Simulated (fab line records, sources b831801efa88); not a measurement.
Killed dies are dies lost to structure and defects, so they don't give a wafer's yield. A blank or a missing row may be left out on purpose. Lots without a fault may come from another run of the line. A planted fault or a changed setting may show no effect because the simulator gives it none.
A struck lot beside a sound one | flow sky130 | 15 steps out of a route of 708
Sound: wafers L915.2, L915.3, L915.5. Struck: wafers L917.3, L917.4, L917.6. The cause comes at the end.
At each step with rows: each side's tool, then ch and its chambers, then its first start. Under that, the readings that differ: sound wafers | struck wafers | difference of the means | sigmas: that difference in standard deviations of wafers without a fault.
alike: readings whose means differ by less than 2 such deviations, and words and numbers that are the same on both sides. not compared: withheld readings, readings that some wafer has no value for, bounds like >300 that may hide the same value, and numbers for which the record gives no deviation and whose values overlap.
The two part at a step that has a row with sigmas, a row that says differs or no value, or rows on one side only. Numbers that don't overlap but have no deviation are shown without sigmas and don't part them. A reading that every wafer of one side lacks parts them only if that side has two wafers or more.

first, 3 steps without rows for these wafers: SKY_VIA1_EXPOSE_09 (exposes mask VIM, target cd 150 nm); SKY_VIA1_PEB_10; SKY_VIA1_DEVELOP_11 (develop time 60 s).
SKY_VIA1_CD_MEAS_12: target cd 150 nm.
  sound on cd_sem-01, day 36 09:44; struck on cd_sem-02, day 37 02:52
  alike: cd_nm
SKY_VIA1_OVL_MEAS_13:
  sound on overlay-02, day 36 09:50; struck on overlay-02, day 37 02:58
  alike: VIA1_OVL
SKY_VIA1_ETCH_14: etches BARC in N2/H2, stops on SiO2, time 45.9 s, target depth 60 nm.
  sound on rie_diel-03 ch 1,3, day 36 09:52; struck on rie_diel-03 ch 0,1,2, day 37 02:59
  alike: drypump_motor_current_A, oes_product_au, throttle_valve_pct
  not compared: rf_hours_counter_h
SKY_VIA1_ETCH_15: etches SiO2 in C4F8/O2/Ar, stops on TiN, target depth 351 nm, time 54 s.
  sound on rie_diel-03 ch 1,3, day 36 09:55; struck on rie_diel-03 ch 0,1,2, day 37 03:02
  alike: oes_product_au
  not compared: rf_hours_counter_h
SKY_VIA1_STRIP_16: strips in O2/N2.
  sound on plasma_asher-02 ch 0,1, day 36 09:58; struck on plasma_asher-02 ch 0,1, day 37 03:07
  alike: drypump_motor_current_A, oes_product_au, strip_time_to_endpoint_s
  not compared: rf_hours_counter_h
then, 3 steps without rows for these wafers: SKY_VIA1_STRIP_17 (strips in post etch residue remover, time 1200 s); SKY_VIA1_CLEAN_18 (cleans in IPA, time 180 s); SKY_VIA1_CLEAN_19 (cleans in O3/DIW).
SKY_VIA1_SPUTTER_20: material TiN, target thk 20 nm, time 80 s.
  sound on pvd_sputter-04, day 36 10:33; struck on pvd_sputter-04, day 37 03:40
  alike: throttle_valve_pct
SKY_VIA1_CVD_21: deposits W, target thk 270 nm, time 80.902 s.
  sound on cvd_w-01 ch 1, day 36 10:37; struck on cvd_w-01 ch 0,1, day 37 03:46
  reading                            | sound             | struck            | difference | sigmas
  chamber_pressure_Torr (Torr)       | 40.02 40.08 39.96 | 42.28 42.11 42.13 | +2.15      | +26
  model.W_of_VIA1_CVD_21.thk_nm (nm) | 275 274.3 270.7   | 281.9 280.5 281.2 | +7.9       |
  alike: heater_power_w
SKY_VIA1_RS_MEAS_22: measures by four-point-probe.
  sound on film_metro-03, day 36 10:43; struck on film_metro-03, day 37 03:52
  alike: VIA1_W_RS
SKY_PAD_OPEN_PROBE_99:
  the record has rows for the sound wafers here (prober-02, day 47 17:40) and none for the struck ones

WHERE THEY PART
First at SKY_VIA1_CVD_21; last, within this record, at SKY_PAD_OPEN_PROBE_99.

WHY: what the simulator had put in
Process parameter drift: cvd_w-01, from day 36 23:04 on, at SKY_VIA1_CVD_21. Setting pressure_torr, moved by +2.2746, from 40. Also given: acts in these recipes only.
